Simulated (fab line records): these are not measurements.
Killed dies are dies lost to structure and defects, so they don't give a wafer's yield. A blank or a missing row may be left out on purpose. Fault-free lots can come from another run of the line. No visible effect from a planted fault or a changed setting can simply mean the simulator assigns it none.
fab line records	flow gf180mcu	part 1 of 2: steps 1 to 43 of 44
record: lots: 7	wafers: 21	lastDay: 32
route steps=602 shown LVPWELL@62 MVSD@66 MVPSD@78 VT_IMPLANT@90 PASSIVATION@602
lots that met no fault: taken from a fault-free run of the same line
startH: hours from the record's first day to the start of the lot's first wafer shown	waitH: how many hours have passed since the lot's step before this one	" repeats the value in the row above	L1.1+2: a row that stands for several wafers	- no value present, or no start provided	* or withheld: withheld	< > ~ a bound
route shown NAME@n: NAME is a module with steps in the file, n the number in the route of the first one	usual: the fault-free wafers' mean and standard deviation	same: alike in all rows	chamber/n: place in a boat	sites: each site's reading	_std_site: standard deviation of those values	_edge_site: inner sites' mean taken away from outer sites' mean	radiusMm: how far each site lies from the wafer's centre	mask NAME#n: copy n	behind: the most recent tool/chamber to have shaped the wafer	hold: what put the lot on hold/how long, in hours/how the hold closed	device: which transistor (n, p or np) failed to switch	end of line: the route-end tests of the same wafers	a step with no rows: only its recipe	killed: dies lost to structure and defects at the first sort, not the wafer's yield	map: shows each die of a wafer: x if killed, . if not, _ if none is there
set.NAME: setting as actually run; set.NAME@STEP: the setting as run at that earlier step	model.NAME: the simulator's own value behind a step, which no gauge read
lots at some steps of the route; a table a step, a row a wafer
services: when a tool's chamber went out of use (startH, in hours from the record's first day, below 0 if earlier), for how many hours, and the reason
== steps ==
step: GF_LVPWELL_IMPLANT_08
recipe: species: B	energyKev: 170	doseCm2: 1.5e+13	tiltDeg: 0
step: GF_LVPWELL_IMPLANT_09
recipe: species: B	energyKev: 60	doseCm2: 5e+12	tiltDeg: 0
step: GF_LVPWELL_STRIP_10
recipe: chemistry: O2/N2	powerW: 1400	pressureMtorr: 1500	platenTempC: 250	o2FlowSccm: 3000	n2FlowSccm: 300	overashFraction: 0.5
usual: drypumpMotorCurrentA: 5.3/0.52	heaterPowerW: 338/15	oesProductAu: 0.723/0.0047	stripTimeToEndpointS: 36.96/0.087
same: overashFraction: 0.5
lot.wafer	tool	chamber	startH	waitH	drypumpMotorCurrentA	heaterPowerW	oesProductAu	rfHoursCounterH	stripTimeToEndpointS
L392.3	plasmaAsher-04	0	69.87	0.1	5.0	327	0.719	-	37.05
L392.4	"	1	"	"	4.8	355	0.720	-	37.05
L392.5	"	0	"	"	5.0	327	0.719	-	37.00
L395.1	plasmaAsher-03	1	85.80	0.1	4.8	355	0.722	29	36.89
L395.4	"	0	"	"	6.5	324	0.720	-	37.05
L395.5	"	1	"	"	4.8	357	0.724	-	36.86
L396.1	plasmaAsher-02	1	90.72	0.1	5.4	328	0.726	41	37.10
L396.5	"	0	"	"	5.6	337	0.721	-	36.94
L396.6	"	1	"	"	5.5	326	0.725	-	36.83
L397.1	plasmaAsher-04	1	97.33	0.1	4.8	360	0.722	43	36.93
L397.4	"	1	"	"	4.9	347	0.722	-	36.92
L397.5	"	0	"	"	5.0	316	0.721	-	36.93
L403.1	plasmaAsher-02	1	132.78	0.1	5.4	347	0.720	2	36.90
L403.3	"	0	"	"	5.6	339	0.719	-	36.88
L403.4	"	1	"	"	5.4	338	0.719	-	36.98
L404.1	plasmaAsher-04	1	136.38	0.1	4.8	351	0.723	47	36.91
L404.4	"	0	"	"	5.0	324	0.724	-	37.00
L404.5	"	0	"	"	5.0	322	0.724	-	37.06
L405.1	plasmaAsher-03	0	141.97	0.1	6.6	319	0.728	36	37.06
L405.3	"	1	"	"	4.8	360	0.726	-	37.08
L405.5	"	1	"	"	4.8	356	0.728	-	37.05
step: GF_LVPWELL_TW_MEAS_11
usual: LVPWELL_TW: 558/3.3
lot.wafer	tool	chamber	startH	waitH	LVPWELL_TW
L392.3	filmMetro-01	-	69.95	0.1	556
L392.4	"	-	"	"	553
L392.5	"	-	"	"	554
L395.1	filmMetro-02	-	85.90	0.1	557
L395.4	"	-	"	"	555
L395.5	"	-	"	"	557
L396.1	filmMetro-04	-	90.82	0.1	558
L396.5	"	-	"	"	563
L396.6	"	-	"	"	562
L397.1	filmMetro-04	-	97.43	0.1	563
L397.4	"	-	"	"	560
L397.5	"	-	"	"	559
L403.1	filmMetro-01	-	132.88	0.1	557
L403.3	"	-	"	"	556
L403.4	"	-	"	"	557
L404.1	filmMetro-01	-	136.48	0.1	556
L404.4	"	-	"	"	557
L404.5	"	-	"	"	559
L405.1	filmMetro-04	-	142.07	0.1	558
L405.3	"	-	"	"	560
L405.5	"	-	"	"	559
step: GF_MVSD_DEHYDRATE_00
recipe: tempC: 200	timeS: 60
step: GF_MVSD_HMDS_01
recipe: primeTimeS: 60	primeTempC: 120
step: GF_MVSD_COAT_02
recipe: spinRpm: 2000	resistThkNm: 3000
step: GF_MVSD_SOFTBAKE_03
recipe: tempC: 110	timeS: withheld
step: GF_MVSD_EXPOSE_04
recipe: maskId: MVSD	targetCdNm: 1000	na: 0.6	sourceShape: conventional	sigmaOuter: 0.6	doseMj: 260
step: GF_MVSD_PEB_05
recipe: tempC: 115	timeS: withheld
step: GF_MVSD_DEVELOP_06
recipe: wallAngleDeg: 90	developTimeS: 60	devTempC: 23
step: GF_MVSD_OVL_MEAS_07
usual: MVSD_OVL: 0.0/1.3
lot.wafer	tool	chamber	startH	waitH	MVSD_OVL[nm]
L392.3	overlay-01	-	83.34	-	-1.3
L392.4	"	-	"	"	-0.5
L392.5	"	-	"	"	0.1
L395.1	overlay-02	-	99.85	-	0.4
L395.4	"	-	"	"	-2.1
L395.5	"	-	"	"	-0.4
L396.1	overlay-01	-	104.80	-	0.1
L396.5	"	-	"	"	0.2
L396.6	"	-	"	"	-0.8
L397.1	overlay-01	-	110.90	-	0.6
L397.4	"	-	"	"	-0.5
L397.5	"	-	"	"	-0.1
L403.1	overlay-02	-	147.70	-	2.1
L403.3	"	-	"	"	1.9
L403.4	"	-	"	"	0.3
L404.1	overlay-01	-	151.48	-	0.1
L404.4	"	-	"	"	-1.9
L404.5	"	-	"	"	-1.1
L405.1	overlay-02	-	157.95	-	-0.8
L405.3	"	-	"	"	0.7
L405.5	"	-	"	"	0.1
step: GF_MVSD_IMPLANT_08
recipe: species: P	energyKev: 400	doseCm2: 1.6e+13	tiltDeg: 0
usual: doseIonsCm2: 1.6001e+13/1.9e+10	implantIonAmu: 31/0
lot.wafer	tool	chamber	startH	waitH	doseIonsCm2	implantIonAmu	model.implant.rpNm	model.implant.drpNm
L392.3	implanter-03	0	83.42	0.1	1.5996e+13	31	497.9	116.9
L392.4	"	0	"	"	1.6008e+13	31	497.9	116.9
L392.5	"	0	"	"	1.601e+13	31	497.9	116.9
L395.1	implanter-03	0	99.89	0.0	1.599e+13	31	484.7	116.9
L395.4	"	0	"	"	1.6016e+13	31	484.7	116.9
L395.5	"	0	"	"	1.6018e+13	31	484.7	116.9
L396.1	implanter-03	0	104.83	0.0	1.6027e+13	31	479.7	116.9
L396.5	"	0	"	"	1.6041e+13	31	479.7	116.9
L396.6	"	0	"	"	1.6006e+13	31	479.7	116.9
L397.1	implanter-04	0	110.95	0.1	1.6016e+13	31	508.6	116.9
L397.4	"	0	"	"	1.6004e+13	31	508.6	116.9
L397.5	"	0	"	"	1.6016e+13	31	508.6	116.9
L403.1	implanter-03	0	147.74	0.0	1.601e+13	75	232.2	74.68
L403.3	"	0	"	"	1.6016e+13	75	232.2	74.68
L403.4	"	0	"	"	1.6021e+13	75	232.2	74.68
L404.1	implanter-01	0	151.52	0.0	1.6021e+13	75	220.3	74.68
L404.4	"	0	"	"	1.6013e+13	75	220.3	74.68
L404.5	"	0	"	"	1.5997e+13	75	220.3	74.68
L405.1	implanter-03	0	157.99	0.0	1.5987e+13	75	218.9	74.68
L405.3	"	0	"	"	1.5979e+13	75	218.9	74.68
L405.5	"	0	"	"	1.5998e+13	75	218.9	74.68
step: GF_MVSD_IMPLANT_09
recipe: species: P	energyKev: 100	doseCm2: 5e+12	tiltDeg: 0
step: GF_MVSD_STRIP_10
recipe: chemistry: O2/N2	powerW: 1400	pressureMtorr: 1500	platenTempC: 250	o2FlowSccm: 3000	n2FlowSccm: 300	overashFraction: 0.5
usual: drypumpMotorCurrentA: 5.2/0.3	heaterPowerW: 340/17	oesProductAu: 0.723/0.0046	stripTimeToEndpointS: 37.00/0.096
same: overashFraction: 0.5
lot.wafer	tool	chamber	startH	waitH	drypumpMotorCurrentA	heaterPowerW	oesProductAu	rfHoursCounterH	stripTimeToEndpointS
L392.3	plasmaAsher-04	1	83.70	0.1	4.8	355	0.720	-	36.96
L392.4	"	0	"	"	5.0	318	0.721	-	37.04
L392.5	"	1	"	"	4.8	350	0.729	-	36.99
L395.1	plasmaAsher-04	1	100.19	0.1	4.8	355	0.721	44	37.05
L395.4	"	0	"	"	5.0	322	0.725	-	37.04
L395.5	"	1	"	"	4.8	350	0.721	-	37.11
L396.1	plasmaAsher-04	0	105.13	0.1	5.0	325	0.728	44	36.99
L396.5	"	1	"	"	4.8	352	0.721	-	37.06
L396.6	"	0	"	"	5.0	327	0.725	-	36.95
L397.1	plasmaAsher-04	0	111.25	0.1	5.0	314	0.715	45	37.04
L397.4	"	0	"	"	5.0	322	0.724	-	37.08
L397.5	"	0	"	"	5.0	326	0.716	-	37.07
L403.1	plasmaAsher-01	1	148.04	0.1	5.3	381	0.719	53	37.03
L403.3	"	1	"	"	5.3	377	0.723	-	37.02
L403.4	"	0	"	"	5.6	314	0.718	-	36.97
L404.1	plasmaAsher-02	0	151.82	0.1	5.5	337	0.722	3	36.96
L404.4	"	0	"	"	5.5	343	0.712	-	37.04
L404.5	"	1	"	"	5.4	340	0.715	-	36.98
L405.1	plasmaAsher-02	1	158.29	0.1	5.4	333	0.725	4	37.10
L405.3	"	0	"	"	5.6	343	0.721	-	37.08
L405.5	"	0	"	"	5.5	346	0.717	-	37.11
step: GF_MVSD_TW_MEAS_11
usual: MVSD_TW: 1576/11
lot.wafer	tool	chamber	startH	waitH	MVSD_TW
L392.3	filmMetro-04	-	83.79	0.1	1593
L392.4	"	-	"	"	1578
L392.5	"	-	"	"	1589
L395.1	filmMetro-04	-	100.29	0.1	1587
L395.4	"	-	"	"	1590
L395.5	"	-	"	"	1597
L396.1	filmMetro-04	-	105.23	0.1	1589
L396.5	"	-	"	"	1601
L396.6	"	-	"	"	1589
L397.1	filmMetro-04	-	111.35	0.1	1592
L397.4	"	-	"	"	1590
L397.5	"	-	"	"	1591
L403.1	filmMetro-01	-	148.14	0.1	2368
L403.3	"	-	"	"	2384
L403.4	"	-	"	"	2375
L404.1	filmMetro-04	-	151.92	0.1	2392
L404.4	"	-	"	"	2396
L404.5	"	-	"	"	2390
L405.1	filmMetro-02	-	158.39	0.1	2378
L405.3	"	-	"	"	2382
L405.5	"	-	"	"	2385
step: GF_MVPSD_DEHYDRATE_00
recipe: tempC: 200	timeS: 60
step: GF_MVPSD_HMDS_01
recipe: primeTimeS: 60	primeTempC: 120
step: GF_MVPSD_COAT_02
recipe: spinRpm: 2000	resistThkNm: 3000
step: GF_MVPSD_SOFTBAKE_03
recipe: tempC: 110	timeS: withheld
step: GF_MVPSD_EXPOSE_04
recipe: maskId: MVPSD	targetCdNm: 1000	na: 0.6	sourceShape: conventional	sigmaOuter: 0.6	doseMj: 260
step: GF_MVPSD_PEB_05
recipe: tempC: 115	timeS: withheld
step: GF_MVPSD_DEVELOP_06
recipe: wallAngleDeg: 90	developTimeS: 60	devTempC: 23
step: GF_MVPSD_OVL_MEAS_07
usual: MVPSD_OVL: -1.7/1.3
lot.wafer	tool	chamber	startH	waitH	MVPSD_OVL[nm]
L392.3	overlay-02	-	96.86	-	-4.1
L392.4	"	-	"	"	-2.6
L392.5	"	-	"	"	-1.3
L395.1	overlay-01	-	114.15	-	-3.5
L395.4	"	-	"	"	-2.7
L395.5	"	-	"	"	-0.8
L396.1	overlay-01	-	119.68	-	-1.6
L396.5	"	-	"	"	-3.0
L396.6	"	-	"	"	-0.8
L397.1	overlay-01	-	126.37	-	-3.0
L397.4	"	-	"	"	-3.1
L397.5	"	-	"	"	-3.2
L403.1	overlay-01	-	163.80	-	-3.2
L403.3	"	-	"	"	-0.9
L403.4	"	-	"	"	-2.0
L404.1	overlay-01	-	168.08	-	-3.2
L404.4	"	-	"	"	-1.7
L404.5	"	-	"	"	-1.5
L405.1	overlay-01	-	174.53	-	-2.1
L405.3	"	-	"	"	-1.2
L405.5	"	-	"	"	-2.1
step: GF_MVPSD_IMPLANT_08
recipe: species: B	energyKev: 170	doseCm2: 1.5e+13	tiltDeg: 0
step: GF_MVPSD_IMPLANT_09
recipe: species: B	energyKev: 40	doseCm2: 5e+12	tiltDeg: 0
step: GF_MVPSD_STRIP_10
recipe: chemistry: O2/N2	powerW: 1400	pressureMtorr: 1500	platenTempC: 250	o2FlowSccm: 3000	n2FlowSccm: 300	overashFraction: 0.5
usual: drypumpMotorCurrentA: 5.3/0.58	heaterPowerW: 340/22	oesProductAu: 0.723/0.0047	stripTimeToEndpointS: 36.98/0.099
same: overashFraction: 0.5
lot.wafer	tool	chamber	startH	waitH	drypumpMotorCurrentA	heaterPowerW	oesProductAu	rfHoursCounterH	stripTimeToEndpointS
L392.3	plasmaAsher-03	0	97.22	0.1	6.5	319	0.721	-	36.96
L392.4	"	1	"	"	4.8	352	0.723	-	36.92
L392.5	"	1	"	"	4.8	352	0.727	-	36.97
L395.1	plasmaAsher-01	0	114.49	0.1	5.6	315	0.729	49	36.99
L395.4	"	1	"	"	5.3	372	0.724	-	37.19
L395.5	"	0	"	"	5.6	313	0.718	-	37.09
L396.1	plasmaAsher-03	0	120.02	0.1	6.5	325	0.726	33	37.18
L396.5	"	1	"	"	4.8	354	0.722	-	37.11
L396.6	"	0	"	"	6.5	324	0.724	-	37.14
L397.1	plasmaAsher-01	0	126.70	0.1	5.6	318	0.719	50	37.02
L397.4	"	0	"	"	5.6	319	0.729	-	37.09
L397.5	"	1	"	"	5.3	373	0.713	-	37.01
L403.1	plasmaAsher-01	0	164.14	0.1	5.6	320	0.722	55	37.18
L403.3	"	1	"	"	5.3	379	0.716	-	37.11
L403.4	"	0	"	"	5.6	325	0.728	-	37.16
L404.1	plasmaAsher-04	0	168.41	0.1	5.0	316	0.713	49	37.05
L404.4	"	0	"	"	5.0	322	0.715	-	37.02
L404.5	"	1	"	"	4.8	351	0.720	-	37.07
L405.1	plasmaAsher-04	0	174.86	0.1	5.0	330	0.717	50	36.95
L405.3	"	1	"	"	4.8	347	0.714	-	36.91
L405.5	"	0	"	"	5.0	319	0.720	-	36.99
step: GF_MVPSD_TW_MEAS_11
usual: MVPSD_TW: 552/3.6
lot.wafer	tool	chamber	startH	waitH	MVPSD_TW
L392.3	filmMetro-02	-	97.31	0.1	551
L392.4	"	-	"	"	547
L392.5	"	-	"	"	550
L395.1	filmMetro-04	-	114.59	0.1	554
L395.4	"	-	"	"	556
L395.5	"	-	"	"	554
L396.1	filmMetro-01	-	120.12	0.1	549
L396.5	"	-	"	"	550
L396.6	"	-	"	"	550
L397.1	filmMetro-04	-	126.80	0.1	555
L397.4	"	-	"	"	556
L397.5	"	-	"	"	556
L403.1	filmMetro-01	-	164.24	0.1	551
L403.3	"	-	"	"	549
L403.4	"	-	"	"	550
L404.1	filmMetro-02	-	168.51	0.1	550
L404.4	"	-	"	"	547
L404.5	"	-	"	"	548
L405.1	filmMetro-01	-	174.96	0.1	546
L405.3	"	-	"	"	547
L405.5	"	-	"	"	545
step: GF_VT_IMPLANT_DEHYDRATE_00
recipe: tempC: 200	timeS: 60
step: GF_VT_IMPLANT_HMDS_01
recipe: primeTimeS: 60	primeTempC: 120
step: GF_VT_IMPLANT_COAT_02
recipe: resist: NOVOLAK	spinRpm: 3000	resistThkNm: 1000
step: GF_VT_IMPLANT_SOFTBAKE_03
recipe: tempC: 90	timeS: 60	resist: NOVOLAK
step: GF_VT_IMPLANT_EXPOSE_04
recipe: maskId: LVPWELL_LV_AREA	targetCdNm: 600	na: 0.6	sourceShape: conventional	sigmaOuter: 0.6	doseMj: 140
step: GF_VT_IMPLANT_PEB_05
recipe: tempC: withheld	timeS: *	resist: NOVOLAK
step: GF_VT_IMPLANT_DEVELOP_06
recipe: developTimeS: 60	devTempC: 23
step: GF_VT_IMPLANT_OVL_MEAS_07
usual: VT_IMPLANT_OVL: -0.3/1.3
lot.wafer	tool	chamber	startH	waitH	VT_IMPLANT_OVL[nm]
L392.3	overlay-02	-	110.78	0.1	0.2
L392.4	"	-	"	"	0.4
L392.5	"	-	"	"	-1.1
L395.1	overlay-01	-	129.42	0.1	-0.8
L395.4	"	-	"	"	0.2
L395.5	"	-	"	"	0.2
L396.1	overlay-01	-	135.30	0.1	-0.7
L396.5	"	-	"	"	-0.7
L396.6	"	-	"	"	1.4
L397.1	overlay-01	-	141.85	0.1	1.6
L397.4	"	-	"	"	-0.7
L397.5	"	-	"	"	0.0
L403.1	overlay-01	-	180.27	0.1	-1.5
L403.3	"	-	"	"	-1.3
L403.4	"	-	"	"	0.1
L404.1	overlay-01	-	184.57	0.1	1.0
L404.4	"	-	"	"	-0.3
L404.5	"	-	"	"	0.0
L405.1	overlay-02	-	191.50	0.1	3.3
L405.3	"	-	"	"	1.0
L405.5	"	-	"	"	3.5
step: GF_VT_IMPLANT_IMPLANT_08
recipe: species: BF2	energyKev: 20	doseCm2: 8.29e+12	tiltDeg: 7
step: GF_VT_IMPLANT_STRIP_09
recipe: chemistry: O2/N2	powerW: 1400	pressureMtorr: 1500	platenTempC: 250	o2FlowSccm: 3000	n2FlowSccm: 300	overashFraction: 0.5
usual: drypumpMotorCurrentA: 5.5/0.33	heaterPowerW: 344/21	oesProductAu: 0.716/0.0042	stripTimeToEndpointS: 12.63/0.041
same: overashFraction: 0.5
lot.wafer	tool	chamber	startH	waitH	drypumpMotorCurrentA	heaterPowerW	oesProductAu	rfHoursCounterH	stripTimeToEndpointS
L392.3	plasmaAsher-01	1	110.99	0.1	5.3	374	0.725	-	12.67
L392.4	"	0	"	"	5.6	306	0.718	-	12.66
L392.5	"	0	"	"	5.6	316	0.719	-	12.67
L395.1	plasmaAsher-01	0	129.60	0.1	5.6	321	0.715	51	12.68
L395.4	"	1	"	"	5.3	380	0.711	-	12.61
L395.5	"	1	"	"	5.3	365	0.714	-	12.60
L396.1	plasmaAsher-02	1	135.49	0.1	5.4	343	0.718	2	12.62
L396.5	"	1	"	"	5.4	346	0.712	-	12.62
L396.6	"	0	"	"	5.5	341	0.721	-	12.61
L397.1	plasmaAsher-02	0	142.03	0.1	5.5	355	0.714	3	12.69
L397.4	"	1	"	"	5.5	335	0.714	-	12.65
L397.5	"	1	"	"	5.4	341	0.715	-	12.66
L403.1	plasmaAsher-02	0	180.45	0.1	5.5	343	0.718	6	12.64
L403.3	"	1	"	"	5.4	343	0.713	-	12.64
L403.4	"	0	"	"	5.5	345	0.721	-	12.62
L404.1	plasmaAsher-01	1	184.75	0.1	5.3	372	0.719	57	12.68
L404.4	"	0	"	"	5.6	316	0.716	-	12.72
L404.5	"	0	"	"	5.6	321	0.719	-	12.71
L405.1	plasmaAsher-02	0	191.69	0.1	5.5	344	0.721	8	12.62
L405.3	"	0	"	"	5.5	341	0.723	-	12.65
L405.5	"	1	"	"	5.4	340	0.716	-	12.64
step: GF_VT_IMPLANT_TW_MEAS_10
usual: VT_IMPLANT_TW: 560.8/3
lot.wafer	tool	chamber	startH	waitH	VT_IMPLANT_TW
L392.3	filmMetro-03	-	111.07	0.1	559.1
L392.4	"	-	"	"	555.1
L392.5	"	-	"	"	561.9
L395.1	filmMetro-01	-	129.70	0.1	562.6
L395.4	"	-	"	"	561.5
L395.5	"	-	"	"	559.4
L396.1	filmMetro-03	-	135.59	0.1	560.2
L396.5	"	-	"	"	562.1
L396.6	"	-	"	"	560.0
L397.1	filmMetro-03	-	142.13	0.1	560.5
L397.4	"	-	"	"	562.5
L397.5	"	-	"	"	559.8
L403.1	filmMetro-03	-	180.55	0.1	554.7
L403.3	"	-	"	"	554.2
L403.4	"	-	"	"	559.3
L404.1	filmMetro-03	-	184.85	0.1	558.6
L404.4	"	-	"	"	554.5
L404.5	"	-	"	"	559.6
L405.1	filmMetro-03	-	191.79	0.1	559.3
L405.3	"	-	"	"	561.7
L405.5	"	-	"	"	557.2
step: GF_VT_IMPLANT_DEHYDRATE_11
recipe: tempC: 200	timeS: 60
step: GF_VT_IMPLANT_HMDS_12
recipe: primeTimeS: 60	primeTempC: 120
step: GF_VT_IMPLANT_COAT_13
recipe: resist: NOVOLAK	spinRpm: 3000	resistThkNm: 1000
step: GF_VT_IMPLANT_RS_MEAS_46
recipe: thkMeasGauge: four-point-probe
usual: MVSD_RS: 456.5/1
lot.wafer	tool	chamber	startH	waitH	MVSD_RS[ohm/sq]
L392.3	filmMetro-01	-	157.39	0.1	456.2
L392.4	"	-	"	"	457.9
L392.5	"	-	"	"	458.2
L395.1	filmMetro-02	-	177.20	0.1	455.6
L395.4	"	-	"	"	454.6
L395.5	"	-	"	"	454.4
L396.1	filmMetro-02	-	183.35	0.1	457.0
L396.5	"	-	"	"	455.8
L396.6	"	-	"	"	456.3
L397.1	filmMetro-04	-	190.96	0.1	455.7
L397.4	"	-	"	"	456.5
L397.5	"	-	"	"	457.2
L403.1	filmMetro-04	-	234.31	0.1	-
L403.3	"	-	"	"	-
L403.4	"	-	"	"	-
L404.1	filmMetro-01	-	239.00	0.1	-
L404.4	"	-	"	"	-
L404.5	"	-	"	"	-
L405.1	filmMetro-02	-	245.80	0.1	-
L405.3	"	-	"	"	-
L405.5	"	-	"	"	-
== key ==
firstSign: step: GF_MVSD_IMPLANT_08	reading: implantIonAmu	direction: up	sigmas: 99+	usual: 31	struck: 75
effect: step: GF_MVSD_TW_MEAS_11	reading: MVSD_TW	direction: up	sigmas: 73	usual: 1576	struck: 2383
effect: step: GF_VT_IMPLANT_RS_MEAS_46	reading: MVSD_RS	direction: missing
modelEffect: step: GF_MVSD_IMPLANT_08	value: implant.rpNm	without: 500.5	struck: 223.8
modelEffect: step: GF_PASSIVATION_PROBE_99	value: etest.ldnmos_10p0.rOnOhmUm	without: 3785	struck: 9605
metAt GF_MVSD_IMPLANT_08
struckWafers L403.1,L403.3,L403.4,L404.1,L404.4,L404.5,L405.1,L405.3,L405.5
testerLeftOut L403,L404,L405
onsetBetween 104.83 147.74
fault: kind: wrongRecipeDownload	tool: implanter-01,implanter-03,implanter-04	chamber: -	onsetH: 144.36	steps: GF_MVSD_IMPLANT_08	wrongRecipe.notListed: 1
testerLeftOut: of these lots the tester's yield and bins aren't shown, on N5 and GAA mostly nor the transistor test; their killed dies are dies lost to structure and defects alone, not to doping, threshold or leakage, so they don't give the yield
